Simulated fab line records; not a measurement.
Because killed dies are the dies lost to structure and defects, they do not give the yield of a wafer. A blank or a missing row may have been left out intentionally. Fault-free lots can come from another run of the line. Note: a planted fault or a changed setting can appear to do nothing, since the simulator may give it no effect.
Comparing a struck lot with a sound one | flow sky130 | 21 steps out of a route of 708
Sound: the wafers L129.1, L129.2, L129.3. Struck: wafers L139.3, L139.5, L139.6. The cause comes at the end.
For every step that has rows: the tool of each side, followed by ch and its chambers, followed by its first start. Under that, the readings that differ: sound wafers | struck wafers | difference of the means | sigmas: that difference in standard deviations of wafers without a fault.
alike: a reading whose means differ by less than 2 such deviations, as well as words and numbers matching on both sides. not compared: withheld readings; readings where some wafer has no value; bounds like >300 that might hide an equal value; numbers whose values overlap and for which the record gives no deviation.
A row with sigmas, a row that says differs or no value, or rows on one side alone: a step with any of these is where the two part. Numbers that have no deviation but don't overlap get no sigmas and don't part them. Lack of a reading on every wafer of one side parts them only where that side has two or more wafers.

SKY_POLY_GATE_CD_MEAS_22:
  sound on cd sem-01, day 21 13:24; struck on cd sem-01, day 24 21:17
  alike: cd nm
then, 7 steps without rows for these wafers: SKY_LDD_N_DEHYDRATE_00 (time 60 s); SKY_LDD_N_HMDS_01 (prime time 60 s); SKY_LDD_N_COAT_02 (resist thk 300 nm); SKY_LDD_N_SOFTBAKE_03 (time 60 s); SKY_LDD_N_EXPOSE_04 (exposes mask NTM, target cd 840 nm); SKY_LDD_N_PEB_05; SKY_LDD_N_DEVELOP_06 (develop time 58.72 s).
SKY_LDD_N_OVL_MEAS_07:
  sound on overlay-02, day 22 18:59; struck on overlay-01, day 26 01:58
  alike: LDD_N_OVL
then, 3 steps without rows for these wafers: SKY_LDD_N_IMPLANT_08; SKY_LDD_N_IMPLANT_09; SKY_LDD_N_IMPLANT_10.
SKY_LDD_N_IMPLANT_11:
  sound on implanter-03 ch 0, day 22 19:28; struck on implanter-03 ch 0, day 26 02:30
  reading            | sound                         | struck                           | difference  | sigmas
  beam on s (s)      | 9.91 10.00 9.78               | 38.99 39.25 38.74                | +29.10      | +99 or more
  dose ions cm2      | 7.516e+13 7.509e+13 7.496e+13 | 3.4335e+14 3.4354e+14 3.4357e+14 | +2.6842e+14 | +99 or more
  faraday current uA | 424 422 433                   | 497 493 498                      | +70         | +9
then, 4 steps without rows for these wafers: SKY_LDD_N_IMPLANT_12; SKY_LDD_N_IMPLANT_13; SKY_LDD_N_IMPLANT_14; SKY_LDD_N_IMPLANT_15.
SKY_LDD_N_STRIP_16: strips in O2/N2.
  sound on plasma asher-04 ch 0,1, day 22 20:13; struck on plasma asher-03 ch 0,1, day 26 03:14
  reading                      | sound             | struck            | difference | sigmas
  strip time to endpoint s (s) | 4.329 4.320 4.310 | 4.995 5.001 5.014 | +0.684     | +57
  alike: drypump motor current A, oes product au
  not compared: rf hours counter h
SKY_LDD_N_TW_MEAS_17:
  sound on film metro-02, day 22 20:19; struck on film metro-01, day 26 03:19
  reading  | sound          | struck         | difference | sigmas
  LDD_N_TW | 2615 2624 2623 | 2856 2852 2843 | +230       | +14
then, 1 step without rows for these wafers: SKY_LDD_P_DEHYDRATE_00 (time 60 s).
-- record jumps: 25 days separate the struck wafers' starts on either side; left off in module LDD_P, taken up again in module PAD_OPEN, whose first shown step is the route's number 708 --
SKY_PAD_OPEN_PROBE_99:
  sound on prober-02, day 49 02:51; struck on prober-02, day 51 01:38
  reading                                   | sound                | struck              | difference | sigmas
  model.etest.tip n.rs ohm sq               | 446.2 443.5 444.2    | 319.3 318.9 322.3   | -124.5     |
  model.etest.nfet_01v8.r on ohm um         | 811.3 811 829.3      | 785.1 805.6 794.7   | -22.1      |
  model.etest.nfet_01v8_lvt.drive ua um     | 581.2 580.4 575.5    | 613.1 592.2 594.1   | +20.8      |
  model.etest.nfet_01v8_turned.drive ua um  | 510.6 510.7 505.4    | 533.4 516.3 523     | +15.3      |
  model.etest.nfet_01v8.drive ua um         | 508.9 506.2 507.1    | 533.3 512.9 522.9   | +15.6      |
  model.etest.sram nfet pass.drive ua um    | 481.1 477.1 464.6    | 508.2 513.5 522.8   | +40.6      |
  model.etest.nfet_01v8_swapped.drive ua um | 510.5 505.6 503.6    | 531.9 512.7 511.9   | +12.3      |
  model.etest.sram nfet pass.off log10 a um | -12.93 -12.84 -13.03 | -12.5 -12.48 -12.05 | +0.6       |

WHERE THEY PART
Earliest at SKY_LDD_N_IMPLANT_11; latest, in this record, at SKY_LDD_N_TW_MEAS_17.

WHY: what had been put in by the simulator
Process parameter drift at SKY_LDD_N_IMPLANT_11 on implanter-03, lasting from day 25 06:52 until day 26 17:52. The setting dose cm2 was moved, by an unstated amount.
